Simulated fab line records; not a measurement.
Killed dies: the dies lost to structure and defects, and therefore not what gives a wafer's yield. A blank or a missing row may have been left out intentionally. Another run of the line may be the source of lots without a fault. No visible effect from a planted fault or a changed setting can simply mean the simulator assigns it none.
Which of the tools did it?	flow gf180mcu	Sampling: 7 lots, 21 wafers, 3 of 602 route steps

WHAT THE GAUGES READ, wafer by wafer
GF_HV_LDD_CD_MEAS_07 targets a cd of 400 nm.
lot	measured	on	cd-nm (nm)
L558	day 10 11:44	cd-sem-02	400.8 400.5 400.8
L560	day 11 04:37	cd-sem-01	402.0 403.4 403.7
L564	day 13 00:39	cd-sem-01	401.7 403.2 401.2
L566	day 13 00:21	cd-sem-02	403.5 402.5 404.3
L573	day 15 00:26	cd-sem-01	197.4 198.9 197.3 197.3 199.0 197.4
L576	day 15 15:37	cd-sem-01	399.1 399.6 401.7
L578	day 16 03:29	cd-sem-02	400.2 399.2 400.1

TOOL THAT RAN EACH LOT (tool first, then ch and the chambers of the sampled wafers, then the start)
lot	GF_VT_IMPLANT_RTA_45	GF_HV_LDD_DEVELOP_06
L558	rtp-anneal-02 ch 0, day 7 19:45	litho-track-03 ch 0, day 10 11:35
L560	rtp-anneal-02 ch 0, day 8 12:26	litho-track-02 ch 0, day 11 04:28
L564	rtp-anneal-01 ch 0, day 9 12:28	litho-track-02 ch 0, day 13 00:30
L566	rtp-anneal-02 ch 0, day 9 22:27	litho-track-02 ch 0, day 13 00:12
L573	rtp-anneal-02 ch 0, day 11 20:14	litho-track-02 ch 0, day 15 00:18
L576	rtp-anneal-02 ch 0, day 12 15:07	litho-track-01 ch 0, day 15 15:28
L578	rtp-anneal-02 ch 0, day 13 04:55	litho-track-03 ch 0, day 16 03:22
- GF_VT_IMPLANT_RTA_45: time 30 s.
- GF_HV_LDD_DEVELOP_06: develop time 60 s.

THE ANSWER, worked out from the rows above alone
Rule: what is usual is taken from the lots themselves. The widest of any qualifying gaps counts: lots, ordered by their means at a reading, are off when they make up no more than a third of the lots, leave a main group of 4 or more, and stand apart from it by 3 or more times the standard deviation of that group's means. The tables above print the reading to a certain number of digits; a main group whose means all agree to those digits is not used. A lot without any number at a reading at which 4 lots or more have one is off too. Where the step has rows for the other lots, those lots are counted as sound.
Off: L573, at GF_HV_LDD_CD_MEAS_07 (cd-nm). The main group: mean 401.5 nm, standard deviation 1.4.
A tool fits if, at a process step before that reading, it ran every lot that is off, and no sound lot after the first of them. The gauges at GF_HV_LDD_CD_MEAS_07 are tried like those tools. One fits: litho-track-02 at GF_HV_LDD_DEVELOP_06. Its last sound lot is L564 (day 13 00:30), its first lot that is off L573 (day 15 00:18): a fault that began between those two fits.

WHAT THE SIMULATOR HAD INSERTED
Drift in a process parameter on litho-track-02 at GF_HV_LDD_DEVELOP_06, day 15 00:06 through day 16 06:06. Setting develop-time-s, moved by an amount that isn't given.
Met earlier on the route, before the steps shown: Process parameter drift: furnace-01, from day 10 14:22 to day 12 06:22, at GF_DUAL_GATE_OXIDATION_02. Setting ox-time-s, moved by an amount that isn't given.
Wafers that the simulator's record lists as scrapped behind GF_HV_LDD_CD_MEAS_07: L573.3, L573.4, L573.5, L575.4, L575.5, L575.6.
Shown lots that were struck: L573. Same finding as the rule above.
